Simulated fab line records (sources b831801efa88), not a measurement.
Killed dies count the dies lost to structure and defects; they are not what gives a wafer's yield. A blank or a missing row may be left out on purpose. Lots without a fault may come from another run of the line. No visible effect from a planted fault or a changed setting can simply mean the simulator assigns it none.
Code-filled problem report in 8D (eight disciplines) form / flow sfq line / the parts of the form that need people (team, actions taken, sign-off) are left out

## 1. THE PROBLEM
time to endpoint s at SFQ_TRILAYER_I0_CMP_CMP_028 reads a mean of 178 s on 1 wafer of 1 lot; wafers without a fault read 214 s with a standard deviation of 6.7. Measured from the usual mean, that is -5.4 standard deviations.
The step: polishes SiO2.
Earliest sighting: wafer L602.5 on cmp-01 at day 7 06:34. At this step, 37 wafers from 13 lots have a number in the record. Rule for "out" (also "out of limits"): further than 4 standard deviations from the usual mean. The other wafers with a number count as sound.

## 2. WHAT IT IS AND WHAT IT IS NOT
question=which readings at this step | is=time to endpoint s | is not=motor current A
question=which lots | is=L602 | is not=L598, L600, L601, L603, L606, L612, L613, L615, L616, L617, L618, L620
question=which wafers of those lots | is=L602.5 | is not=L602.6
question=read on which tools | is=cmp-01 | is not=cmp-02
question=when | is=from day 7 06:34 | is not=up to then (10 sound wafers); but 26 sound wafers of L603, L606, L612, L613, L615, L616, L617, L618, L620 came after

## 3. THE SUSPECTS, EACH WITH WHAT RULES IT OUT
Counting: any tool at a process step up to the reading remains a suspect provided it ran every lot that is out. Sound lots after the first of them don't rule it out here, since some wafers of a struck lot are sound.
- rie metal-04 at SFQ_TRILAYER_L0_VIA_STRIP_STRIP_017 (strips in O2): kept. It ran the lot that is out, L602 (day 6 03:14); its last sound lot up to then is L598 (day 5 01:38).
- cmp-01 at SFQ_TRILAYER_I0_CMP_CMP_028 (polishes SiO2): kept. It ran the lot that is out, L602 (day 7 06:34); its last sound lot up to then is L601 (day 6 17:34). On those wafers its own readings are out: time to endpoint s.
- Within rie metal-04 at SFQ_TRILAYER_L0_VIA_STRIP_STRIP_017, the wafers that are out were processed in chamber 0 and their sound lot-mates in chamber 1.
- Within cmp-01 at SFQ_TRILAYER_I0_CMP_CMP_028, the wafers that are out were processed in chamber 2 and their sound lot-mates in chamber 3.
What counting leaves: rie metal-04 at SFQ_TRILAYER_L0_VIA_STRIP_STRIP_017 and cmp-01 at SFQ_TRILAYER_I0_CMP_CMP_028.

## 4. THE CAUSE (what the simulator had put in)
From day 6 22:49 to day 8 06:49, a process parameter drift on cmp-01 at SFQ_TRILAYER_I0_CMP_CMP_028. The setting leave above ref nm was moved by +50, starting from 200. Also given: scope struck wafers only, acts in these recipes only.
After counting, 2 suspects remain, this tool included.

## 5. THE EFFECT CHAIN, in route order
Rows list readings where the struck wafers' mean (over those with a number) sits beyond 3 standard deviations from the usual. Only readings whose record carries a usual standard deviation are examined. hours: median over the lots of the time between each lot's start at the first step of this table that gives one and its start at this step. sigmas: the change, counted in usual standard deviations.
hours=0; step=SFQ_TRILAYER_I0_CMP_CMP_028; reading=time to endpoint s; usual=214 s; on struck wafers=178; change=-36; sigmas=-5.4
hours=7; step=SFQ_TRILAYER_I0_METRO_MEASURE_029; reading=thk nm; usual=200.0 nm; on struck wafers=249.3; change=+49.3; sigmas=+45
hours=120; step=SFQ_TRILAYER_I0_VIA_ETCH_VIA_ETCH_034; reading=oes product au; usual=0.854 a.u.; on struck wafers=0.980; change=+0.126; sigmas=+23
Here are the process steps it includes:
- SFQ_TRILAYER_I0_CMP_CMP_028: polishes SiO2.
- SFQ_TRILAYER_I0_METRO_MEASURE_029
- SFQ_TRILAYER_I0_VIA_ETCH_VIA_ETCH_034: etches SiO2 in CHF3, stops on Nb, target depth 260 nm.
At these later measuring or inspecting steps, every struck wafer for which the step has a row has a number for every such reading, and none has moved that far: SFQ_I0_BOW_MEAS_907, SFQ_I2_OVL_MEAS_918, SFQ_JJ_RS_MEAS_929.

## 6. HOW IT WOULD HAVE BEEN CAUGHT EARLIER
In this record no reading fell out of limits until day 7 06:34, 8 hours after the fault had begun at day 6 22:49.
